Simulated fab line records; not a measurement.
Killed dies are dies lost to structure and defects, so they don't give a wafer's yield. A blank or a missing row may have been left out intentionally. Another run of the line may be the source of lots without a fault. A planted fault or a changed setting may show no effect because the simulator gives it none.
Chamber matching	flow sky130	SKY_VIA2_ETCH_15 on rie diel-02 has 3 sister chambers
The step etches SiO2 in C4F8/O2/Ar, stops on TiN, target depth 546 nm, time 84 s. 14 wafers are shown with their chamber, then 5 later ones without.

== EACH WAFER AND ITS CHAMBER ==
wafer	chamber	oes product au (a.u.)
L074.2	2	0.939
L074.3	3	0.939
L074.6	0	0.938
L075.1	3	0.937
L075.4	0	0.944
L075.6	0	0.940
L076.1	3	0.942
L076.2	2	0.947
L076.3	0	0.939
L076.4	0	0.939
L076.5	3	0.940
L076.6	2	0.939
L080.2	0	0.939
L080.3	3	0.943

SIGNATURES, as means of the wafers listed above
reading	chamber 0	chamber 2	chamber 3	scatter within a chamber
oes product au	0.93983	0.94167	0.94020	0.00283
Rule: distance of a wafer from a chamber = root of the sum over the readings of ((wafer's reading minus chamber's mean) / reading's scatter) squared. The wafer belongs to the nearest chamber; if the next one is less than 2 further off, it can't be placed. How the scatter is found: for the shown wafers, subtract from each reading the mean of its chamber, square and add these, divide the total by (wafers less chambers), then take the root.

== WAFERS WHOSE CHAMBER IS MISSING ==
wafer	oes product au (a.u.)
L080.6	0.937
L085.4	0.940
L085.6	0.936
L090.3	0.943
L090.5	0.934

== THE CHAMBER EACH PASSED THROUGH ==
wafer	from the rows above	in truth
L080.6	can't be placed: 0 or 3 or 2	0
L085.4	can't be placed: 0 or 3 or 2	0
L085.6	can't be placed: 0 or 3 or 2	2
L090.3	can't be placed: 2 or 3 or 0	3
L090.5	can't be placed: 0 or 3 or 2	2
Correct placement for 0 of the 5. Not placeable from these rows: 5 (in 5, the candidates include the true chamber). 0 placed wrongly.
